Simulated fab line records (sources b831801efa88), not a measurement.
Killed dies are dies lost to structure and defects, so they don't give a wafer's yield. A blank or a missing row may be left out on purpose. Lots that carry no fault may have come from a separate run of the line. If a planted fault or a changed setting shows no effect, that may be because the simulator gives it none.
The tool behind it: which one? -- flow sky130 -- 48 wafers from 16 lots sampled at 6 of the route's 708 steps

WHAT THE GAUGES READ, wafer by wafer
SKY_POLY_GATE_CD_MEAS_13 targets a cd of 150 nm. Usual: cd-nm 149.3 nm, standard deviation 1.5.
lot,measured,on,cd-nm (nm),flag
L275,day 17 18:42,cd-sem-01,149.1 149.3 147.5,
L273,day 17 18:55,cd-sem-02,149.9 148.2 148.4,
L274,day 17 19:02,cd-sem-01,152.0 149.9 150.5,
L276,day 18 00:39,cd-sem-02,150.0 150.7 150.7,
L277,day 18 03:05,cd-sem-02,149.1 150.8 150.4,
L280,day 18 18:59,cd-sem-02,153.3 152.5 151.7,
L279,day 18 19:21,cd-sem-01,148.6 148.3 148.4,
L282,day 19 16:16,cd-sem-01,150.4 151.4 150.1,
L281,day 19 18:40,cd-sem-02,150.3 147.3 148.4,
L284,day 21 01:22,cd-sem-01,147.7 148.0 147.9,
L283,day 21 05:11,cd-sem-02,147.8 147.7 148.8,
L285,day 21 11:31,cd-sem-02,148.3 148.5 148.0,
L293,day 24 05:45,cd-sem-02,150.5 151.3 149.5,
L294,day 24 06:04,cd-sem-01,149.5 149.5 150.1,
L295,day 24 07:45,cd-sem-02,149.4 148.1 148.9,
L296,day 24 15:33,cd-sem-02,151.9 150.9 151.0,

SKY_SPACER_THK_MEAS_01. Usual: SPACER_CVD_00_THK gives 42.8 nm (standard deviation 0.47).
lot,measured,on,SPACER_CVD_00_THK (nm),flag
L275,day 24 10:57,film-metro-01,43.4 43.2 42.8,
L273,day 24 13:12,film-metro-01,42.9 42.4 42.5,
L274,day 24 13:12,film-metro-04,42.7 42.5 42.8,
L276,day 24 19:46,film-metro-01,43.7 43.2 43.7,
L277,day 24 17:22,film-metro-02,43.7 43.2 43.5,
L280,day 25 08:58,film-metro-01,43.0 42.7 42.7,
L279,day 25 08:59,film-metro-02,42.6 42.5 42.7,
L282,day 26 04:05,film-metro-02,42.3 42.0 42.2,
L281,day 26 07:32,film-metro-02,52.2 52.4 52.2,OFF
L284,day 27 11:32,film-metro-04,52.1 52.3 51.7,OFF
L283,day 27 15:11,film-metro-04,51.5 52.2 52.4,OFF
L285,day 27 23:14,film-metro-02,52.9 52.7 52.8,OFF
L293,day 30 13:14,film-metro-04,42.3 42.1 42.0,
L294,day 30 13:11,film-metro-04,43.0 43.4 43.3,
L295,day 30 13:14,film-metro-02,42.7 43.2 43.2,
L296,day 30 19:11,film-metro-02,42.9 43.0 42.9,

SKY_POLY_CUT_CD_MEAS_08 targets a cd of 270 nm. Usual: cd-nm 269.9 nm, standard deviation 1.5.
lot,measured,on,cd-nm (nm),flag
L275,day 25 16:29,cd-sem-01,269.5 271.7 272.4,
L273,day 25 19:07,cd-sem-01,269.8 270.5 270.7,
L274,day 25 18:40,cd-sem-02,270.1 269.1 269.5,
L276,day 26 02:08,cd-sem-01,268.9 268.3 267.9,
L277,day 25 22:44,cd-sem-02,271.0 270.8 272.4,
L280,day 26 13:58,cd-sem-01,267.5 267.6 269.2,
L279,day 26 13:47,cd-sem-02,269.4 268.0 266.7,
L282,day 27 08:52,cd-sem-01,269.9 270.1 271.2,
L281,day 27 11:40,cd-sem-01,270.7 270.6 271.5,
L284,day 28 16:10,cd-sem-01,270.5 269.8 269.8,
L283,day 28 19:37,cd-sem-01,272.3 271.9 270.9,
L285,day 29 03:40,cd-sem-02,272.7 273.4 273.0,
L293,day 31 17:11,cd-sem-02,268.7 269.2 269.7,
L294,day 31 16:09,cd-sem-02,271.3 269.5 270.9,
L295,day 31 17:06,cd-sem-01,270.8 271.5 272.5,
L296,day 31 21:35,cd-sem-01,270.5 268.4 269.2,

SKY_RES_XHIGH_TW_MEAS_09. Usual: RES_XHIGH_TW gives 1633 (standard deviation 12).
lot,measured,on,RES_XHIGH_TW,flag
L275,day 28 02:02,film-metro-01,1635 1646 1636,
L273,day 28 04:32,film-metro-04,1604 1609 1613,
L274,day 28 03:53,film-metro-01,1638 1646 1650,
L276,day 28 09:50,film-metro-01,1633 1647 1638,
L277,day 28 07:40,film-metro-03,1640 1632 1636,
L280,day 28 22:52,film-metro-01,1642 1637 1642,
L279,day 28 22:23,film-metro-04,1616 1616 1608,
L282,day 29 18:10,film-metro-01,1634 1641 1634,
L281,day 29 20:55,film-metro-03,1627 1635 1635,
L284,day 30 23:56,film-metro-01,1638 1638 1644,
L283,day 31 02:37,film-metro-04,1609 1624 1612,
L285,day 31 11:22,film-metro-01,1650 1646 1650,
L293,day 34 00:01,film-metro-03,1634 1640 1626,
L294,day 33 22:54,film-metro-01,1652 1654 1644,
L295,day 33 23:48,film-metro-01,1645 1637 1638,
L296,day 34 03:34,film-metro-03,1626 1636 1633,

WHAT TOOL EACH LOT RAN ON (gives the tool, then ch and the chambers of the sampled wafers, and finally the start)
lot,SKY_SPACER_CVD_00,SKY_SPACER_ETCHBACK_02
L275,"lpcvd-02 ch 1, day 24 09:44","rie-diel-03 ch 1,2,3, day 24 11:00"
L273,"lpcvd-02 ch 0, day 24 11:59","rie-diel-03 ch 0,1, day 24 13:16"
L274,"lpcvd-02 ch 1, day 24 11:59","rie-diel-01 ch 0,2,3, day 24 13:16"
L276,"lpcvd-02 ch 1, day 24 18:33","rie-diel-01 ch 0,2,3, day 24 19:49"
L277,"lpcvd-02 ch 0, day 24 16:08","rie-diel-01 ch 0,2, day 24 17:25"
L280,"lpcvd-02 ch 0, day 25 07:46","rie-diel-03 ch 0,3, day 25 09:02"
L279,"lpcvd-02 ch 1, day 25 07:46","rie-diel-01 ch 0,1,3, day 25 09:02"
L282,"lpcvd-02 ch 0, day 26 02:53","rie-diel-01 ch 1,2, day 26 04:08"
L281,"lpcvd-02 ch 1, day 26 06:20","rie-diel-03 ch 1,2,3, day 26 07:35"
L284,"lpcvd-02 ch 0, day 27 09:44","rie-diel-03 ch 0,1,2, day 27 11:36"
L283,"lpcvd-02 ch 0, day 27 13:59","rie-diel-03 ch 0,3, day 27 15:14"
L285,"lpcvd-02 ch 0, day 27 22:01","rie-diel-03 ch 0,2, day 27 23:17"
L293,"lpcvd-02 ch 1, day 30 11:21","rie-diel-03 ch 0,1,2, day 30 13:17"
L294,"lpcvd-02 ch 1, day 30 11:21","rie-diel-04 ch 2,3, day 30 13:13"
L295,"lpcvd-02 ch 1, day 30 11:21","rie-diel-01 ch 0,1,2, day 30 13:16"
L296,"lpcvd-02 ch 1, day 30 17:58","rie-diel-01 ch 0,1,2, day 30 19:14"
- SKY_SPACER_CVD_00: deposits Si3N4 from DCS/NH3, target thk 43.1 nm, time 740 s.
- SKY_SPACER_ETCHBACK_02: etches Si3N4 in CH3F/O2, stops on SiO2, time 46.7 s, target depth 45 nm.

AS READ BY THE TOOLS THEMSELVES (means over the sampled wafers that have a number; for cases with no such wafer, the mark the record gives instead)
SKY_SPACER_CVD_00. Usual: spike-tc-bottom-C 786.9 C, standard deviation 2; spike-tc-centre-C 769.1 C, standard deviation 1; spike-tc-lower-C 770.5 C, standard deviation 1.1; spike-tc-top-C 784.8 C, standard deviation 1.2; spike-tc-upper-C 770.0 C, standard deviation 1.1; susceptor-temp-C 770.1 C, standard deviation 0.32.
lot,tool,spike-tc-bottom-C (C),spike-tc-centre-C (C),spike-tc-lower-C (C),spike-tc-top-C (C),spike-tc-upper-C (C),susceptor-temp-C (C),flag
L275,lpcvd-02,785.8,768.5,770.2,785.0,770.2,770.6,
L273,lpcvd-02,788.5,768.7,770.3,783.4,769.9,769.7,
L274,lpcvd-02,784.3,769.5,771.1,785.2,771.1,769.9,
L276,lpcvd-02,784.7,768.6,770.3,783.6,770.5,770.2,
L277,lpcvd-02,788.0,768.2,770.2,785.3,768.8,769.9,
L280,lpcvd-02,788.0,767.9,770.8,785.3,769.9,770.3,
L279,lpcvd-02,785.9,768.1,770.4,784.4,770.4,770.4,
L282,lpcvd-02,788.3,767.7,770.8,786.7,769.9,770.2,
L281,lpcvd-02,795.5,779.0,780.8,793.6,781.2,780.7,OFF
L284,lpcvd-02,798.7,780.6,781.9,795.2,780.5,780.8,OFF
L283,lpcvd-02,798.1,779.6,780.5,795.7,780.9,780.9,OFF
L285,lpcvd-02,799.7,778.4,781.0,795.5,781.7,780.8,OFF
L293,lpcvd-02,784.9,769.5,772.3,783.8,769.8,770.0,
L294,lpcvd-02,785.4,768.7,770.1,784.2,769.4,770.0,
L295,lpcvd-02,785.4,770.2,771.0,784.2,770.1,769.9,
L296,lpcvd-02,786.0,769.5,770.0,784.6,770.4,770.2,

SKY_SPACER_ETCHBACK_02. Usual: bias-w 80.01 W, standard deviation 0.26; ch3f-flow-sccm 40.01 sccm, standard deviation 0.12; drypump-motor-current-A 5.74 A, standard deviation 0.26; oes-product-au 0.851 a.u., standard deviation 0.0066; throttle-valve-pct 10.562 %, standard deviation 0.0095.
lot,tool,bias-w (W),ch3f-flow-sccm (sccm),drypump-motor-current-A (A),oes-product-au (a.u.),throttle-valve-pct (%),flag
L275,rie-diel-03,79.81,40.05,5.59,0.852,10.561,
L273,rie-diel-03,79.99,40.14,5.61,0.849,10.562,
L274,rie-diel-01,79.95,40.08,5.96,0.853,10.557,
L276,rie-diel-01,80.11,39.90,5.94,0.856,10.560,
L277,rie-diel-01,80.04,40.05,5.87,0.860,10.574,
L280,rie-diel-03,79.71,39.96,5.75,0.853,10.570,
L279,rie-diel-01,80.06,39.90,5.93,0.849,10.561,
L282,rie-diel-01,80.17,40.18,5.67,0.844,10.557,
L281,rie-diel-03,80.01,40.19,5.59,0.959,10.575,OFF
L284,rie-diel-03,80.24,39.95,5.55,0.950,10.575,OFF
L283,rie-diel-03,79.75,40.02,5.73,0.955,10.577,OFF
L285,rie-diel-03,79.73,40.02,5.49,0.963,10.575,OFF
L293,rie-diel-03,80.25,40.00,5.56,0.844,10.562,
L294,rie-diel-04,80.39,40.00,5.93,0.853,10.562,
L295,rie-diel-01,80.06,40.07,5.83,0.855,10.568,
L296,rie-diel-01,79.84,39.96,5.83,0.852,10.570,

THE ANSWER, worked out from the rows above alone
Rule: take the mean of a lot's wafers that have a number; if it is more than 3 standard deviations from the usual mean, the lot is off. Also off: a lot with no number at a reading for which 4 or more lots have one. Where the step has rows for the other lots, those lots are counted as sound. First the gauges in route order, then the tools' own readings, where a lot's mean is used as printed above. The first step at which some lot is off is used, and at that step the reading that is off furthest; a lot without a number counts as furthest.
Off: at SKY_SPACER_THK_MEAS_01 (SPACER_CVD_00_THK), L281, L284, L283, L285.
A tool fits if, at a process step before that reading, it ran every lot that is off, and no sound lot after the first of them. The gauges at SKY_SPACER_THK_MEAS_01 aren't tried: what is off there is off at SKY_SPACER_CVD_00 too, on other tools, and a gauge's error can't cause that. None of those tried fits.

WHAT THE SIMULATOR PUT IN
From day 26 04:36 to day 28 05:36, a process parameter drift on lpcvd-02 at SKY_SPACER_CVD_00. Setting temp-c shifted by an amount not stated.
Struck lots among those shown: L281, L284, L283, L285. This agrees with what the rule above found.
